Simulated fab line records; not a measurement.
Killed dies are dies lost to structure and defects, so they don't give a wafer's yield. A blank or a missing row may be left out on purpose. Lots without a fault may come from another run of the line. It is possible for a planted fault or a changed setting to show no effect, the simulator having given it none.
One fault seen from 2 desks	flow sky130	every desk sees just its own numbers, and what lay behind them comes last

FROM THE METROLOGY DESK
Lot by lot, what the gauges showed, no matter which tool ran the lot: averages of those sampled wafers that carry a number. The brackets show how far a lot's mean lies from the usual mean; more than 4 standard deviations puts the lot out of limits, marked OUT.
Columns: A = LI_CONTACT_HDPCVD_THK at SKY_LI_CONTACT_THK_MEAS_01, usual 930 nm
lot	first seen here	A
L401	day 28 09:45	927
L403	day 28 23:41	935
L404	day 29 10:27	930
L408	day 30 21:15	935
L409	day 31 05:38	943
L415	day 33 03:50	917
L418	day 33 16:04	919
L419	day 34 01:20	932
L420	day 34 08:04	932
L421	day 34 12:22	925
L422	day 34 17:11	926
L423	day 35 04:26	931
Finding of this desk: none of the 12 lots has anything out of limits.

DESK OF THE TOOL OWNER: litho track-01
The tool's own readings at SKY_VT_ADJUST_HVTP_SOFTBAKE_03 (time 60 s): means of the sampled wafers that have a number, for each lot that ran on this tool. The brackets show how far a lot's mean lies from the usual mean; more than 4 standard deviations puts the lot out of limits, marked OUT.
Columns: A = heater power total W at SKY_VT_ADJUST_HVTP_SOFTBAKE_03, usual 56.60 W; B = plate temp C at SKY_VT_ADJUST_HVTP_SOFTBAKE_03, usual 90.01 C
lot	first seen here	A	B
L403	day 6 11:20	56.62	90.00
L404	day 6 16:43	56.56	90.09
L408	day 7 18:20	59.40 (+67) OUT	93.14 (+26) OUT
L409	day 8 00:50	59.39 (+66) OUT	93.26 (+27) OUT
L419	day 10 14:32	56.59	89.80
L420	day 10 21:47	56.59	89.98
L423	day 11 18:05	56.56	90.15
This desk finds L408, L409 out of limits, L408 being first, at day 7 18:20 (heater power total W at SKY_VT_ADJUST_HVTP_SOFTBAKE_03). L403, L404, L419, L420, L423 stayed within limits.

PUT TOGETHER
The tool owner's desk had the chance to raise an alarm at day 7 18:20 on L408, L409.
At the metrology desk, nothing out of limits was observed.
The metrology desk holds a record of L408, L409, inside its limits.
All the named lots went through SKY_VT_ADJUST_HVTP_SOFTBAKE_03 on litho track-01.

WHAT THE SIMULATOR HAD PUT IN
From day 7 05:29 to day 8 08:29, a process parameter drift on litho track-01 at SKY_VT_ADJUST_HVTP_SOFTBAKE_03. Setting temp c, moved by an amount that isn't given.
Struck lots among those shown: L408, L409.
Delay in hours, fault start to first out-of-limits reading, by desk: the tool owner's desk at 13.
